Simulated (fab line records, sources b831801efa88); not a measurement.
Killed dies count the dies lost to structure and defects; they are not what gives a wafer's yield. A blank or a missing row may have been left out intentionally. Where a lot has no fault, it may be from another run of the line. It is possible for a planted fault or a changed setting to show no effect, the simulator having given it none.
Struck lot and sound lot, side by side | flow sky130 | 15 out of 708 route steps
Sound: the wafers L785.1, L785.5, L785.6. Struck: wafers L794.3, L794.5, L794.6. The cause is named last.
At each step with rows: each side's tool, then ch and its chambers, then its first start. Under that, the readings that differ: sound wafers | struck wafers | difference of the means | sigmas: that difference in standard deviations of wafers without a fault.
alike: words and numbers the same on both sides, and readings whose means are apart by under 2 such deviations; not compared: readings that were withheld, readings missing a value for some wafer, numbers with overlapping values and no deviation given by the record, and bounds like >300 which may hide the same value.
Wherever a step has rows on one side only, a row that says differs or no value, or a row with sigmas, the two part there. Numbers that have no deviation but don't overlap get no sigmas and don't part them. Lack of a reading on every wafer of one side parts them only where that side has two or more wafers.

first, 1 step without rows for these wafers: SKY_SD_P_DEVELOP_06 (develop time 60 s).
SKY_SD_P_CD_MEAS_07 targets a cd of 380 nm.
  sound: cd sem-01 at day 27 17:13; struck: cd sem-02 at day 29 21:36
  alike: cd nm
SKY_SD_P_OVL_MEAS_08:
  sound: overlay-02 at day 27 17:20; struck: overlay-01 at day 29 21:42
  alike: SD_P_OVL
next, for these wafers, 1 step has no rows: SKY_SD_P_IMPLANT_09.
SKY_SD_P_STRIP_10: strips in O2/N2.
  sound on plasma asher-02 ch 0,1, day 27 17:31; struck on plasma asher-02 ch 0,1, day 29 21:54
  alike: drypump motor current A, oes product au, strip time to endpoint s
  not compared: rf hours counter h
SKY_SD_P_TW_MEAS_11:
  sound: film metro-02 at day 27 17:37; struck: film metro-04 at day 29 21:59
  alike: SD_P_TW
then, 6 steps without rows for these wafers: SKY_RES_XHIGH_DEHYDRATE_00 (time 60 s); SKY_RES_XHIGH_HMDS_01 (prime time 60 s); SKY_RES_XHIGH_COAT_02 (resist thk 1140 nm); SKY_RES_XHIGH_SOFTBAKE_03 (time 60 s); SKY_RES_XHIGH_EXPOSE_04 (exposes mask URPM, target cd 1270 nm); SKY_RES_XHIGH_PEB_05.
SKY_RES_XHIGH_DEVELOP_06: develop time 60 s.
  sound on litho track-04 ch 0, day 28 21:34; struck on litho track-04 ch 0, day 31 01:58
  reading              | sound             | struck            | difference | sigmas
  developer temp C (C) | 23.26 22.92 22.89 | 23.86 23.96 23.90 | +0.88      | +9
  alike: chill plate temp C
then, 2 steps without rows for these wafers: SKY_RES_XHIGH_IMPLANT_07; SKY_PAD_OPEN_PROBE_99.

WHERE THEY PART
At SKY_RES_XHIGH_DEVELOP_06 and nowhere else, as far as this record goes.

WHY: what the simulator had put in
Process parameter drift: litho track-04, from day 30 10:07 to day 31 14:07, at SKY_RES_XHIGH_DEVELOP_06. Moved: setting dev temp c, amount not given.
